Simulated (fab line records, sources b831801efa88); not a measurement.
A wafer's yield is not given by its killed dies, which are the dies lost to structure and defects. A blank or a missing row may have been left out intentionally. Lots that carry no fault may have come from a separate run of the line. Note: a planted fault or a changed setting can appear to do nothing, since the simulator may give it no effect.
Which tool is to blame? | flow sky130 | Sampling: 14 lots, 42 wafers, 4 of 708 route steps

## WHAT EACH GAUGE READ, for each wafer
SKY_LDD_LDN_TW_MEAS_13.
lot  | measured     | on            | LDD_LDN_TW
L920 | day 23 04:53 | film_metro-04 | 1497 1496 1499
L921 | day 23 20:29 | film_metro-03 | 1475 1475 1483
L922 | day 24 04:07 | film_metro-03 | 1481 1477 1486
L923 | day 24 10:50 | film_metro-03 | 1484 1486 1486
L925 | day 25 06:13 | film_metro-01 | 1479 1484 1473
L927 | day 25 23:43 | film_metro-01 | 1478 1483 1476
L928 | day 26 02:36 | film_metro-01 | 1470 1481 1480
L930 | day 27 02:34 | film_metro-03 | 1482 1476 1479
L931 | day 27 10:49 | film_metro-04 | 1512 1502 1510
L938 | day 29 13:15 | film_metro-03 | 1475 1490 1484
L939 | day 29 21:08 | film_metro-04 | 1498 1497 1504
L940 | day 30 01:59 | film_metro-04 | 1487 1493 1491
L941 | day 30 13:16 | film_metro-03 | 1487 1498 1484
L942 | day 30 18:30 | film_metro-04 | 1495 1492 1496

SKY_SD_N_CD_MEAS_07 targets a cd of 380 nm.
lot  | measured     | on        | cd_nm (nm)
L920 | day 28 04:25 | cd_sem-02 | 386.2 383.5 384.2
L921 | day 28 17:04 | cd_sem-01 | 381.8 379.4 379.7
L922 | day 29 00:43 | cd_sem-02 | 379.1 378.0 379.5
L923 | day 29 07:26 | cd_sem-02 | 383.3 382.7 382.9
L925 | day 30 02:56 | cd_sem-01 | 383.5 382.3 383.7
L927 | day 30 18:41 | cd_sem-02 | 377.6 379.6 377.4
L928 | day 31 00:37 | cd_sem-02 | 374.8 375.0 376.4
L930 | day 31 20:55 | cd_sem-01 | 379.3 379.7 380.6
L931 | day 32 04:59 | cd_sem-02 | 380.6 382.4 380.8
L938 | day 34 06:34 | cd_sem-02 | 231.9 232.3 231.6 232.0 232.4 231.6
L939 | day 34 11:47 | cd_sem-01 | 379.4 381.7 378.6
L940 | day 34 15:55 | cd_sem-02 | 234.3 233.2 230.7 234.6 232.6 230.5
L941 | day 35 01:26 | cd_sem-02 | 232.5 232.0 233.3 232.2 232.3 233.0
L942 | day 35 08:30 | cd_sem-02 | 382.5 381.7 382.7

SKY_CONTACT_THK_MEAS_01.
lot  | measured     | on            | CONTACT_CVD_00_THK (nm)
L920 | day 30 18:08 | film_metro-03 | 74.0 74.8 74.2
L921 | day 31 04:56 | film_metro-04 | 73.0 73.6 74.2
L922 | day 31 13:07 | film_metro-03 | 75.7 75.7 76.8
L923 | day 31 19:50 | film_metro-03 | 73.7 75.7 75.3
L925 | day 32 13:55 | film_metro-04 | 73.4 74.9 75.8
L927 | day 33 05:47 | film_metro-01 | 73.8 74.2 75.2
L928 | day 33 11:08 | film_metro-01 | 75.5 77.0 76.1
L930 | day 34 06:44 | film_metro-04 | 74.4 74.9 75.2
L931 | day 34 15:04 | film_metro-03 | 75.8 76.4 75.6
L939 | day 36 19:34 | film_metro-01 | 74.2 75.1 77.9
L942 | day 37 17:13 | film_metro-03 | 75.0 74.9 75.1

## TOOL THAT RAN EACH LOT (tool first, then ch and the chambers of the sampled wafers, then the start)
lot  | SKY_SD_N_DEVELOP_06
L920 | litho_track-01 ch 0, day 28 04:16
L921 | litho_track-04 ch 0, day 28 16:55
L922 | litho_track-04 ch 0, day 29 00:34
L923 | litho_track-03 ch 0, day 29 07:18
L925 | litho_track-04 ch 0, day 30 02:47
L927 | litho_track-01 ch 0, day 30 18:32
L928 | litho_track-01 ch 0, day 31 00:28
L930 | litho_track-04 ch 0, day 31 20:46
L931 | litho_track-04 ch 0, day 32 04:50
L938 | litho_track-04 ch 0, day 34 06:25
L939 | litho_track-01 ch 0, day 34 11:38
L940 | litho_track-04 ch 0, day 34 15:46
L941 | litho_track-04 ch 0, day 35 01:17
L942 | litho_track-03 ch 0, day 35 08:21
- SKY_SD_N_DEVELOP_06: develop time 60 s.

## AS READ BY THE TOOLS THEMSELVES (means over the sampled wafers that have a number; for cases with no such wafer, the mark the record gives instead)
SKY_SD_N_DEVELOP_06.
lot  | tool           | exhaust_pa (Pa)
L920 | litho_track-01 | 45.6
L921 | litho_track-04 | 44.5
L922 | litho_track-04 | 45.6
L923 | litho_track-03 | 43.8
L925 | litho_track-04 | 45.4
L927 | litho_track-01 | 45.4
L928 | litho_track-01 | 45.9
L930 | litho_track-04 | 45.0
L931 | litho_track-04 | 45.9
L938 | litho_track-04 | 44.9
L939 | litho_track-01 | 44.9
L940 | litho_track-04 | 44.9
L941 | litho_track-04 | 45.1
L942 | litho_track-03 | 44.3

## THE ANSWER, worked out from the rows above alone
Rule: the usual values come from the lots themselves. Put in order of their means at a reading, lots are off if they are a third of the lots or fewer, leave a main group of 4 or more, and stand apart from it by a gap of 3 or more times the standard deviation of the main group's means; of several such gaps the widest counts. If all means in a main group match to the digits the tables above print for the reading, that group is not used. A lot without any number at a reading at which 4 lots or more have one is off too. Where the step has rows for the other lots, those lots are counted as sound. First the gauges in route order, then the tools' own readings, where a lot's mean is used as printed above. At the first step where some lot is off, the reading lying furthest off is the one used; lots without a number count as furthest.
Off, at SKY_SD_N_CD_MEAS_07 on cd_nm: L938, L940, L941. The main group: mean 380.6 nm, standard deviation 2.5.
If a tool, at a process step before that reading, ran all the lots that are off and no sound lot after the first of them, it fits. Those tools and the gauges at SKY_SD_N_CD_MEAS_07 are tried in the same way. One fits: litho_track-04 at SKY_SD_N_DEVELOP_06. Its last sound lot is L931 (day 32 04:50), its first lot that is off L938 (day 34 06:25): a fault that began between those two fits.

## WHAT HAD BEEN PUT IN BY THE SIMULATOR
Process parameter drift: litho_track-04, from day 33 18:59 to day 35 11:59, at SKY_SD_N_DEVELOP_06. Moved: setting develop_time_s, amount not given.
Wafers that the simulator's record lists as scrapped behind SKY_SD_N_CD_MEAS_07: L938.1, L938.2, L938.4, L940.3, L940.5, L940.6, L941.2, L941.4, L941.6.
Shown lots that were struck: L938, L940, L941. The rule above reached the same finding.
